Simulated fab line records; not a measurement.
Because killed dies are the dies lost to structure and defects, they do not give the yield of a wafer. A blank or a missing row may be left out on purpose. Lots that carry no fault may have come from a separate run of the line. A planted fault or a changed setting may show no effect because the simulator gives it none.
fab line records	flow sky130
record: lots: 10	wafers: 30	lastDay: 50
route steps=708 shown VIA1@474 METAL2@485 PAD_OPEN@708
lots that met no fault: from a run of the same line without faults
startH: start of the lot's first displayed wafer, in hours after the record's first day	waitH: hours elapsed since this lot's preceding step	" repeats the value in the row above	L1.1+2: several wafers, shown together as one row	- either no value or no given start	* or withheld: withheld	< > ~ a bound
route shown NAME@n: names a module that has steps shown in the file, with the first one's number in the route	usual: mean and standard deviation over wafers with no fault	same: alike in all rows	chamber/n: place in a boat	sites: each site's reading	_std_site: the standard deviation of these	_edge_site: inner sites' mean taken away from outer sites' mean	radiusMm: how far each site lies from the wafer's centre	mask NAME#n: copy n	behind: the tool/chamber that last shaped the wafer	hold: cause of the lot's hold/its duration in hours/its outcome	device: which transistor (n, p or np) failed to switch	end of line: tests of these same wafers at the route's end	a step given without rows: its recipe and nothing more	killed: count of dies lost to structure and defects at first sort (not the wafer's yield)	map: per-die view of a wafer (x killed, . not killed, _ where there is no die)
set.NAME: the setting the step ran with; set.NAME@STEP: the setting that earlier step ran with	model.NAME: the simulator's own value behind a step, which no gauge read
route steps across a sampled set of lots; one table per step, one row per wafer
services: the hour from which a tool's chamber was out of use, counted from the record's first day as startH (under 0 if before that day), plus the number of hours and why
== steps ==
step: SKY_VIA1_STRIP_16
recipe: chemistry: O2/N2	powerW: 1400	pressureMtorr: 1500	platenTempC: withheld	o2FlowSccm: 3000	n2FlowSccm: 300	overashFraction: 0.5
usual: chamberPressureMTorr: 1500.0/1.4	drypumpMotorCurrentA: 5.76/0.23	oesProductAu: 0.416/0.0046	stripTimeToEndpointS: 4.459/0.026
lot.wafer	tool	chamber	startH	waitH	chamberPressureMTorr	drypumpMotorCurrentA	oesProductAu	rfHoursCounterH	stripTimeToEndpointS
L556.1	plasmaAsher-01	0	803.05	0.0	1500.9	5.96	0.419	97	4.480
L556.3	"	0	"	"	1500.2	5.98	0.420	-	4.484
L556.5	"	0	"	"	1500.6	5.97	0.414	-	4.494
L560.1	plasmaAsher-02	1	829.66	0.0	1499.3	5.49	0.425	39	4.436
L560.4	"	0	"	"	1497.6	6.09	0.417	-	4.434
L560.6	"	1	"	"	1498.2	5.49	0.418	-	4.443
L561.2	plasmaAsher-02	1	849.41	0.0	1499.2	5.50	0.410	41	4.462
L561.4	"	1	"	"	1498.8	5.46	0.417	-	4.483
L561.5	"	0	"	"	1500.3	6.09	0.408	-	4.435
L566.1	plasmaAsher-02	0	873.01	0.0	1500.5	6.11	0.417	44	4.469
L566.2	"	1	"	"	1499.1	5.50	0.416	44	4.518
L566.6	"	1	"	"	1497.6	5.51	0.413	-	4.480
L567.1	plasmaAsher-02	0	884.67	0.0	1500.1	6.08	0.420	45	4.481
L567.5	"	1	"	"	1501.7	5.50	0.411	-	4.484
L567.6	"	0	"	"	1497.3	6.06	0.410	-	4.483
L569.2	plasmaAsher-01	0	899.87	0.0	1499.7	6.01	0.415	104	4.407
L569.3	"	0	"	"	1500.6	5.99	0.423	-	4.450
L569.5	"	0	"	"	1497.8	6.01	0.419	-	4.455
L571.2	plasmaAsher-02	1	920.51	0.0	1500.4	5.52	0.410	48	4.488
L571.3	"	0	"	"	1500.6	6.07	0.417	-	4.414
L571.6	"	0	"	"	1503.6	6.09	0.410	-	4.431
L573.1	plasmaAsher-02	1	928.65	0.0	1499.4	5.45	0.412	49	4.487
L573.4	"	1	"	"	1502.3	5.48	0.415	-	4.457
L573.5	"	0	"	"	1500.6	6.10	0.410	-	4.451
L575.1	plasmaAsher-02	0	941.55	0.0	1499.6	6.12	0.424	50	4.462
L575.5	"	1	"	"	1501.2	5.53	0.419	-	4.450
L575.6	"	0	"	"	1500.0	6.09	0.414	-	4.472
L577.3	plasmaAsher-04	0	963.65	0.1	1499.1	5.63	0.415	-	4.424
L577.4	"	1	"	"	1500.1	5.66	0.422	-	4.414
L577.5	"	0	"	"	1498.2	5.63	0.417	-	4.483
step: SKY_VIA1_CVD_21
recipe: material: W	targetThkNm: 270	timeS: 80.902	tempC: 400	pressureTorr: 40
usual: chamberPressureTorr: 40.01/0.098	heaterPowerW: 872/120
lot.wafer	tool	chamber	startH	waitH	chamberPressureTorr	heaterPowerW	sinceWetCleanH
L556.1	cvdW-02	0	803.70	0.0	40.10	705	400
L556.3	"	1	"	"	39.92	892	-
L556.5	"	0	"	"	40.00	704	-
L560.1	cvdW-02	0	830.31	0.0	40.21	695	426
L560.4	"	0	"	"	40.16	721	-
L560.6	"	1	"	"	40.28	895	-
L561.2	cvdW-01	0	850.06	0.0	40.04	874	946
L561.4	"	1	"	"	39.95	1048	-
L561.5	"	1	"	"	40.10	1039	-
L566.1	cvdW-01	0	873.66	0.0	39.99	872	970
L566.2	"	1	"	"	39.86	1053	970
L566.6	"	0	"	"	40.05	895	-
L567.1	cvdW-01	1	885.32	0.0	40.03	1059	981
L567.5	"	0	"	"	39.91	891	-
L567.6	"	1	"	"	39.94	1047	-
L569.2	cvdW-02	0	900.53	0.0	40.11	703	497
L569.3	"	0	"	"	40.13	706	-
L569.5	"	0	"	"	39.87	689	-
L571.2	cvdW-01	1	921.25	0.0	40.00	961	3
L571.3	"	1	"	"	40.02	950	-
L571.6	"	1	"	"	39.91	968	-
L573.1	cvdW-01	1	929.31	0.0	40.05	993	11
L573.4	"	1	"	"	40.14	997	-
L573.5	"	1	"	"	40.26	967	-
L575.1	cvdW-02	0	942.23	0.0	40.04	712	538
L575.5	"	0	"	"	40.09	714	-
L575.6	"	1	"	"	40.02	898	-
L577.3	cvdW-02	0	964.30	0.1	39.97	698	-
L577.4	"	1	"	"	40.02	891	-
L577.5	"	1	"	"	39.99	892	-
step: SKY_VIA1_CMP_24
recipe: stopOn: SiO2	tOverpolishS: 15	downForcePsi: 3.5	platenRpm: 60	targetThkNm: 0	padVelocityMS: 0.94248
usual: edgeZonePressureFrac: 1.000/0.0048	motorCurrentA: 11.6/1.1	overpolishRunS: 15.000/0.0085	timeToEndpointS: 67/3
lot.wafer	tool	chamber	startH	waitH	edgeZonePressureFrac	motorCurrentA	overpolishRunS	timeToEndpointS
L556.1	cmp-02	0	804.07	0.1	1.001	11.5	14.984	68
L556.3	"	1	"	"	1.008	12.4	14.992	67
L556.5	"	2	"	"	1.003	11.1	15.004	65
L560.4	cmp-02	3	830.58	0.0	0.997	12.9	15.009	72
L560.1	"	1	"	"	1.007	11.7	15.004	65
L560.6	"	0	"	"	0.997	11.1	15.001	67
L561.2	cmp-01	0	850.33	0.0	0.989	10.1	15.003	65
L561.4	"	2	"	"	1.002	12.6	15.001	63
L561.5	"	1	"	"	1.003	11.7	15.008	62
L566.1	cmp-02	3	873.93	0.1	0.996	13.7	14.982	67
L566.2	"	2	"	"	0.998	11.3	14.995	60
L566.6	"	3	"	"	0.996	13.3	15.007	70
L567.1	cmp-01	2	885.65	0.1	0.994	13.1	15.013	70
L567.6	"	1	"	"	0.987	11.7	15.000	65
L567.5	"	2	"	"	0.994	12.7	15.000	68
L569.2	cmp-01	3	900.85	0.1	1.003	11.3	15.001	70
L569.3	"	0	"	"	0.998	10.5	14.993	66
L569.5	"	3	"	"	0.998	11.0	15.006	72
L571.2	cmp-01	3	921.62	0.1	0.989	10.8	15.000	67
L571.3	"	0	"	"	1.001	9.9	14.995	65
L571.6	"	2	"	"	0.996	13.6	14.994	63
L573.1	cmp-01	2	929.63	0.1	1.006	12.5	15.014	66
L573.4	"	0	"	"	1.000	9.9	15.003	63
L573.5	"	2	"	"	1.004	13.1	15.006	63
L575.1	cmp-01	3	942.51	0.1	1.009	10.8	14.995	69
L575.6	"	3	"	"	1.009	10.9	14.987	71
L575.5	"	0	"	"	0.996	10.1	14.992	70
L577.4	cmp-01	1	964.60	0.1	0.996	11.7	15.009	65
L577.3	"	2	"	"	0.996	12.1	15.004	66
L577.5	"	1	"	"	0.998	11.6	14.983	65
step: SKY_METAL2_SPUTTER_02
recipe: material: AlCu	targetThkNm: 250	powerW: 10600	timeS: 13.3	chamberPressurePa: 0.4
usual: cathodeDcPowerW: 10600/1.7	chamberPressurePa: 0.4001/0.00077	throttleValvePct: 30.4/1.5
lot.wafer	tool	chamber	startH	waitH	cathodeDcPowerW	chamberPressurePa	throttleValvePct
L556.1	pvdSputter-02	-	804.32	0.0	10599	0.3996	28.7
L556.3	"	-	"	"	10600	0.3993	30.0
L556.5	"	-	"	"	10597	0.3994	28.5
L560.1	pvdSputter-02	-	830.93	0.0	10600	0.4000	29.4
L560.4	"	-	"	"	10601	0.3998	32.4
L560.6	"	-	"	"	10600	0.3990	32.3
L561.2	pvdSputter-02	-	850.68	0.0	10602	0.4006	30.0
L561.4	"	-	"	"	10600	0.3994	28.4
L561.5	"	-	"	"	10602	0.3999	28.5
L566.1	pvdSputter-01	-	874.28	0.0	-	-	-
L566.2	"	-	"	"	-	-	-
L566.6	"	-	"	"	-	-	-
L567.1	pvdSputter-02	-	885.94	0.0	-	-	-
L567.5	"	-	"	"	-	-	-
L567.6	"	-	"	"	-	-	-
L569.2	pvdSputter-01	-	901.15	0.0	10596	0.4000	32.6
L569.3	"	-	"	"	10601	0.3993	29.4
L569.5	"	-	"	"	10598	0.4007	30.0
L571.2	pvdSputter-02	-	921.87	0.0	10596	0.4002	32.1
L571.3	"	-	"	"	10599	0.4000	30.0
L571.6	"	-	"	"	10600	0.4015	32.2
L573.1	pvdSputter-01	-	929.93	0.0	10602	0.4008	29.8
L573.4	"	-	"	"	10599	0.4014	32.7
L573.5	"	-	"	"	10603	0.4002	32.3
L575.1	pvdSputter-02	-	942.85	0.0	10598	0.3999	29.7
L575.5	"	-	"	"	10602	0.3988	32.1
L575.6	"	-	"	"	10602	0.4004	28.6
L577.3	pvdSputter-01	-	964.89	0.0	10597	0.3999	29.7
L577.4	"	-	"	"	10600	0.4002	32.5
L577.5	"	-	"	"	10603	0.3993	32.5
step: SKY_METAL2_RS_MEAS_05
recipe: thkMeasGauge: four-point-probe	reads: TiN_of_METAL2_SPUTTER_04+Ti_of_METAL2_SPUTTER_03+AlCu_of_METAL2_SPUTTER_02+TiN_of_METAL2_SPUTTER_01+Ti_of_METAL2_SPUTTER_00
usual: METAL2_ALCU_RS: 0.1262/0.0013
lot.wafer	tool	chamber	startH	waitH	METAL2_ALCU_RS[ohm/sq]
L556.1	filmMetro-04	-	804.41	0.0	0.1263
L556.3	"	-	"	"	0.1268
L556.5	"	-	"	"	0.1262
L560.1	filmMetro-03	-	831.02	0.0	0.1281
L560.4	"	-	"	"	0.1254
L560.6	"	-	"	"	0.1258
L561.2	filmMetro-04	-	850.79	0.0	0.1277
L561.4	"	-	"	"	0.1263
L561.5	"	-	"	"	0.1265
L566.1	filmMetro-04	-	874.37	0.0	8.7636
L566.2	"	-	"	"	8.7395
L566.6	"	-	"	"	8.8081
L567.1	filmMetro-03	-	886.04	0.0	8.7062
L567.5	"	-	"	"	8.6989
L567.6	"	-	"	"	8.6661
L569.2	filmMetro-04	-	901.26	0.0	0.1270
L569.3	"	-	"	"	0.1262
L569.5	"	-	"	"	0.1244
L571.2	filmMetro-02	-	921.98	0.0	0.1253
L571.3	"	-	"	"	0.1274
L571.6	"	-	"	"	0.1251
L573.1	filmMetro-04	-	930.02	0.0	0.1252
L573.4	"	-	"	"	0.1284
L573.5	"	-	"	"	0.1260
L575.1	filmMetro-02	-	942.95	0.0	0.1247
L575.5	"	-	"	"	0.1240
L575.6	"	-	"	"	0.1245
L577.3	filmMetro-04	-	965.03	0.1	0.1266
L577.4	"	-	"	"	0.1300
L577.5	"	-	"	"	0.1273
step: SKY_METAL2_THK_MEAS_06
recipe: thkMeasGauge: xrf	reads: AlCu_of_METAL2_SPUTTER_02
usual: METAL2_ALCU_THK: 254/3.2
lot.wafer	tool	chamber	startH	waitH	METAL2_ALCU_THK[nm]
L556.1	filmMetro-04	-	804.53	0.1	254
L556.3	"	-	"	"	253
L556.5	"	-	"	"	254
L560.1	filmMetro-03	-	831.14	0.1	246
L560.4	"	-	"	"	254
L560.6	"	-	"	"	253
L561.2	filmMetro-04	-	850.90	0.1	250
L561.4	"	-	"	"	253
L561.5	"	-	"	"	253
L566.1	filmMetro-04	-	874.49	0.1	<0
L566.2	"	-	"	"	<0
L566.6	"	-	"	"	<0
L567.1	filmMetro-03	-	886.16	0.1	<1
L567.5	"	-	"	"	<1
L567.6	"	-	"	"	<1
L569.2	filmMetro-04	-	901.37	0.1	253
L569.3	"	-	"	"	253
L569.5	"	-	"	"	258
L571.2	filmMetro-02	-	922.09	0.1	259
L571.3	"	-	"	"	253
L571.6	"	-	"	"	260
L573.1	filmMetro-04	-	930.14	0.1	254
L573.4	"	-	"	"	249
L573.5	"	-	"	"	254
L575.1	filmMetro-02	-	943.07	0.1	256
L575.5	"	-	"	"	260
L575.6	"	-	"	"	260
L577.3	filmMetro-04	-	965.13	0.1	254
L577.4	"	-	"	"	248
L577.5	"	-	"	"	252
step: SKY_PAD_OPEN_PROBE_99
usual: defectLimitedYield: 82.6/2	killed_at_M0_to_M3: 43/7.1	killed_at_M4_up: 3.0/1.9	killedAtContacts: 24/5	killedAtFrontEnd: 15/4.3	killedAtOther: 0.3/0.5	killedDies: 85/9.6	killedOnRim: 17/4.3	killedOpen: 46/7.1	killedShort: 39/6.8	sort_bin_3_pad_short: 0.9/0.42	sort_bin_5_function: 10.2/1.4	sort_bin_6_memory: 6.3/1.2	sortNPass: 407/9.6	sortYieldPct: 82.6/2
same: grossDies: 492	killedAtBackSide: 0	sort_bin_4_leakage[%]: 0	sort_bin_8_speed[%]: 0
lot.wafer	tool	chamber	startH	waitH	defectLimitedYield[%]	killed_at_M0_to_M3	killed_at_M4_up	killedAtContacts	killedAtFrontEnd	killedAtOther	killedDies	killedOnRim	killedOpen	killedShort	sort_bin_3_pad_short[%]	sort_bin_5_function[%]	sort_bin_6_memory[%]	sortNPass	sortYieldPct[%]
L561.2	prober-01	-	1119.37	0.1	79.7	44	3	28	25	0	100	17	63	37	0.6	12.2	7.5	392	79.7
L561.4	prober-01	-	1119.47	0.2	82.3	45	5	26	11	0	87	21	38	49	0.6	10.8	6.3	405	82.3
L561.5	prober-01	-	1119.52	0.2	80.5	51	2	21	22	0	96	19	50	46	1.0	12.2	6.3	396	80.5
L566.1	prober-02	-	1137.47	0.1	0	454	3	16	19	0	492	96	41	33	0.6	95.1	4.3	0	0
L566.2	prober-02	-	1137.52	0.1	0	452	0	25	14	1	492	96	42	41	0.8	94.3	4.9	0	0
L566.6	prober-02	-	1137.72	0.2	0	438	4	31	19	0	492	96	61	47	1.2	91.9	6.9	0	0
L567.1	prober-01	-	1144.98	0.1	0	445	2	26	19	0	492	96	43	41	1.0	93.9	5.1	0	0
L567.5	prober-01	-	1145.18	0.2	0	451	3	25	13	0	492	96	48	42	1.8	92.1	6.1	0	0
L567.6	prober-01	-	1145.23	0.2	0	442	2	33	13	2	492	96	59	52	1.0	90.0	8.9	0	0
L569.2	prober-02	-	1154.73	0.1	81.3	44	2	28	18	0	92	19	42	50	0.8	11.4	6.5	400	81.3
L569.3	prober-02	-	1154.78	0.2	84.1	40	1	21	16	0	78	7	39	39	1.0	10.2	4.7	414	84.1
L569.5	prober-02	-	1154.88	0.2	82.5	38	1	35	12	0	86	12	51	35	1.2	10.0	6.3	406	82.5
L571.2	prober-01	-	1170.95	0.1	83.3	46	4	21	11	0	82	20	48	34	0.6	10.4	5.7	410	83.3
L571.3	prober-01	-	1171.00	0.2	86.6	27	4	23	12	0	66	12	32	34	0.8	6.5	6.1	426	86.6
L571.6	prober-01	-	1171.15	0.2	84.3	38	3	25	11	0	77	19	43	34	0.6	7.9	7.1	415	84.3
L573.1	prober-02	-	1173.85	0.1	81.9	40	3	32	14	0	89	12	50	39	0.6	12.0	5.5	403	81.9
L573.4	prober-02	-	1174.00	0.2	80.9	51	3	26	14	0	94	16	45	49	1.2	12.4	5.5	398	80.9
L573.5	prober-02	-	1174.05	0.2	82.7	50	3	18	14	0	85	27	41	44	1.6	9.1	6.5	407	82.7
L575.1	prober-02	-	1185.48	0.1	82.3	32	6	29	19	1	87	19	40	47	1.8	9.1	6.7	405	82.3
L575.5	prober-02	-	1185.68	0.2	83.1	39	7	27	10	0	83	16	42	41	0.8	10.8	5.3	409	83.1
L575.6	prober-02	-	1185.73	0.2	83.9	41	2	25	11	0	79	19	41	38	0.6	9.3	6.1	413	83.9
killed by level:class
L561.2 CONTACT:geometricParticle:open=13 VIA2:geometricParticle:open=9 VIA1:geometricParticle:open=9 POLY_GATE:geometricParticle:open=8 FIELD_ISO:geometricParticle:open=6 LI_CONTACT:geometricParticle:open=6 METAL2:geometricParticle:short=6 POLY_GATE:geometricParticle:short=5
L561.4 CONTACT:geometricParticle:open=9 METAL1:geometricParticle:short=8 VIA3:geometricParticle:open=8 VIA1:geometricParticle:open=7 LOCAL_INTERCONNECT:geometricParticle:short=6 VIA2:geometricParticle:open=5 FIELD_ISO:geometricParticle:short=4 POLY_GATE:geometricParticle:short=4
L561.5 LI_CONTACT:geometricParticle:open=10 VIA1:geometricParticle:open=9 VIA2:geometricParticle:open=9 METAL1:geometricParticle:short=8 FIELD_ISO:geometricParticle:open=6 METAL2:geometricParticle:short=6 LOCAL_INTERCONNECT:geometricParticle:short=6 FIELD_ISO:geometricParticle:short=5
L566.1 METAL2:areaSputter=418 VIA1:geometricParticle:open=14 CONTACT:geometricParticle:open=7 METAL2:geometricParticle:short=6 FIELD_ISO:geometricParticle:short=5 POLY_GATE:geometricParticle:short=5 LOCAL_INTERCONNECT:geometricParticle:short=5 VIA3:geometricParticle:open=5
L566.2 METAL2:areaSputter=409 VIA1:geometricParticle:open=10 CONTACT:geometricParticle:open=8 METAL2:geometricParticle:short=8 FIELD_ISO:geometricParticle:short=6 LOCAL_INTERCONNECT:geometricParticle:short=5 METAL1:geometricParticle:short=5 FIELD_ISO:geometricParticle:open=4
L566.6 METAL2:areaSputter=384 CONTACT:geometricParticle:open=16 VIA2:geometricParticle:open=11 VIA3:geometricParticle:open=10 METAL1:geometricParticle:short=8 VIA1:geometricParticle:open=7 METAL2:geometricParticle:short=5 POLY_GATE:geometricParticle:short=4
L567.1 METAL2:areaSputter=408 CONTACT:geometricParticle:open=8 VIA3:geometricParticle:open=8 CONTACT:geometricParticle:short=7 METAL2:geometricParticle:short=6 LI_CONTACT:geometricParticle:open=6 METAL1:geometricParticle:short=6 FIELD_ISO:geometricParticle:short=5
L567.5 METAL2:areaSputter=402 METAL1:geometricParticle:short=11 LI_CONTACT:geometricParticle:open=9 CONTACT:geometricParticle:open=9 VIA1:geometricParticle:open=7 VIA3:geometricParticle:open=6 METAL2:geometricParticle:short=6 VIA3:geometricParticle:short=5
L567.6 METAL2:areaSputter=381 VIA1:geometricParticle:open=20 CONTACT:geometricParticle:short=10 METAL1:geometricParticle:short=10 LI_CONTACT:geometricParticle:open=8 CONTACT:geometricParticle:open=8 VIA2:geometricParticle:open=6 METAL2:geometricParticle:short=6
L569.2 VIA1:geometricParticle:open=11 LI_CONTACT:geometricParticle:open=8 CONTACT:geometricParticle:open=8 METAL1:geometricParticle:short=8 FIELD_ISO:geometricParticle:short=6 CONTACT:geometricParticle:short=6 LOCAL_INTERCONNECT:geometricParticle:short=5 VIA1:geometricParticle:short=5
L569.3 VIA1:geometricParticle:open=10 LI_CONTACT:geometricParticle:open=9 VIA2:geometricParticle:open=8 CONTACT:geometricParticle:short=6 METAL1:geometricParticle:short=6 FIELD_ISO:geometricParticle:short=5 LOCAL_INTERCONNECT:geometricParticle:short=4 VIA2:geometricParticle:short=4
L569.5 CONTACT:geometricParticle:open=13 VIA1:geometricParticle:open=11 LI_CONTACT:geometricParticle:open=8 LOCAL_INTERCONNECT:geometricParticle:short=7 METAL1:geometricParticle:short=5 POLY_GATE:geometricParticle:short=5 VIA2:geometricParticle:open=5 VIA3:geometricParticle:open=4
L571.2 VIA1:geometricParticle:open=10 VIA3:geometricParticle:open=10 CONTACT:geometricParticle:open=9 METAL1:geometricParticle:short=9 VIA2:geometricParticle:open=6 LI_CONTACT:geometricParticle:open=4 CONTACT:geometricParticle:short=4 METAL2:geometricParticle:short=4
L571.3 LI_CONTACT:geometricParticle:open=7 CONTACT:geometricParticle:open=7 CONTACT:geometricParticle:short=5 VIA1:geometricParticle:short=5 VIA1:geometricParticle:open=5 FIELD_ISO:geometricParticle:short=4 METAL1:geometricParticle:short=4 VIA3:geometricParticle:open=4
L571.6 VIA1:geometricParticle:open=13 CONTACT:geometricParticle:open=9 VIA3:geometricParticle:open=7 LI_CONTACT:geometricParticle:open=6 METAL1:geometricParticle:short=6 CONTACT:geometricParticle:short=5 POLY_GATE:geometricParticle:open=4 POLY_GATE:geometricParticle:short=4
L573.1 VIA1:geometricParticle:open=14 CONTACT:geometricParticle:open=11 VIA2:geometricParticle:open=9 LOCAL_INTERCONNECT:geometricParticle:short=8 LI_CONTACT:geometricParticle:open=6 LI_CONTACT:geometricParticle:short=6 POLY_GATE:geometricParticle:open=5 METAL2:geometricParticle:short=5
L573.4 VIA1:geometricParticle:open=11 VIA1:geometricParticle:short=9 LOCAL_INTERCONNECT:geometricParticle:short=8 LI_CONTACT:geometricParticle:open=7 VIA2:geometricParticle:open=7 CONTACT:geometricParticle:open=6 VIA2:geometricParticle:short=6 POLY_GATE:geometricParticle:short=5
L573.5 METAL1:geometricParticle:short=7 VIA1:geometricParticle:short=7 VIA3:geometricParticle:open=7 FIELD_ISO:geometricParticle:short=6 VIA1:geometricParticle:open=6 METAL2:geometricParticle:short=6 VIA2:geometricParticle:open=5 LI_CONTACT:geometricParticle:open=5
L575.1 FIELD_ISO:geometricParticle:short=9 CONTACT:geometricParticle:short=9 CONTACT:geometricParticle:open=7 VIA3:geometricParticle:open=6 VIA1:geometricParticle:open=6 LI_CONTACT:geometricParticle:open=5 LOCAL_INTERCONNECT:geometricParticle:short=5 VIA3:geometricParticle:short=5
L575.5 CONTACT:geometricParticle:short=11 CONTACT:geometricParticle:open=9 VIA1:geometricParticle:open=9 FIELD_ISO:geometricParticle:open=5 VIA1:geometricParticle:short=5 VIA3:geometricParticle:open=5 LI_CONTACT:geometricParticle:open=4 METAL1:geometricParticle:short=4
L575.6 CONTACT:geometricParticle:open=9 METAL1:geometricParticle:short=8 VIA2:geometricParticle:open=7 CONTACT:geometricParticle:short=6 LI_CONTACT:geometricParticle:open=5 METAL3:geometricParticle:short=4 LOCAL_INTERCONNECT:geometricParticle:short=4 VIA1:geometricParticle:open=4
== services ==
tool	chamber	startH	hours	kind
plasmaAsher-01	-	833.38	28.1	pm
cmp-01	-	839.32	2.2	repair
plasmaAsher-04	-	844.27	0.9	repair
cmp-02	-	850.23	11.2	repair
pvdSputter-02	3	855.94	-	consumableReplace:kit
pvdSputter-02	3	855.94	18.0	scheduledDown
pvdSputter-02	3	855.94	18.0	ventCycle
cmp-01	-	861.40	5.5	pm
cmp-02	-	867.10	3.4	pm
pvdSputter-02	-	889.91	4.1	repair
cmp-02	-	892.11	4.9	pm
cmp-01	-	892.18	2.2	repair
cmp-02	-	898.58	4.0	repair
cvdW-01	-	904.00	14.0	pm
cvdW-01	0	904.00	14.0	ventCycle
cvdW-01	1	904.00	14.0	ventCycle
pvdSputter-01	-	906.83	1.0	repair
cmp-02	-	912.04	4.0	pm
plasmaAsher-02	-	912.96	0.8	repair
cvdW-01	0	918.00	-	clean
cvdW-01	1	918.00	-	clean
pvdSputter-01	-	918.32	6.4	repair
cvdW-02	-	942.81	6.9	pm
plasmaAsher-02	-	963.70	3.3	repair
== key ==
firstSign: step: SKY_METAL2_SPUTTER_02	reading: toolRecord	direction: missing
effect: step: SKY_METAL2_RS_MEAS_05	reading: METAL2_ALCU_RS	direction: up	sigmas: 99+	usual: 0.1262	struck: 8.7304
effect: step: SKY_METAL2_THK_MEAS_06	reading: METAL2_ALCU_THK	direction: down	sigmas: 78	usual: 254	struck: <1
effect: step: SKY_PAD_OPEN_PROBE_99	reading: sort_bin_5_function	direction: up	sigmas: 61	usual: 10.2	struck: 92.9
moreKillsBornAt: SKY_METAL2_SPUTTER_02@pvdSputter-01: 1211	SKY_METAL2_SPUTTER_02@pvdSputter-02: 1191
metAt SKY_METAL2_SPUTTER_02
struckLots L566,L567
laterRowsLeftOut L566.1,L566.2,L566.6,L567.1,L567.5,L567.6
notActingAt SKY_VIA1_STRIP_16,SKY_VIA1_CVD_21,SKY_VIA1_CMP_24
onsetBetween 850.68 874.28
fault: kind: skippedStepWhole	tool: pvdSputter-01,pvdSputter-02	chamber: -	onsetH: 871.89	steps: SKY_METAL2_SPUTTER_02	scope: struckLotsOnly
laterRowsLeftOut: the simulator's readings of these wafers behind a module that went badly wrong aren't trusted and aren't shown, but for the sort
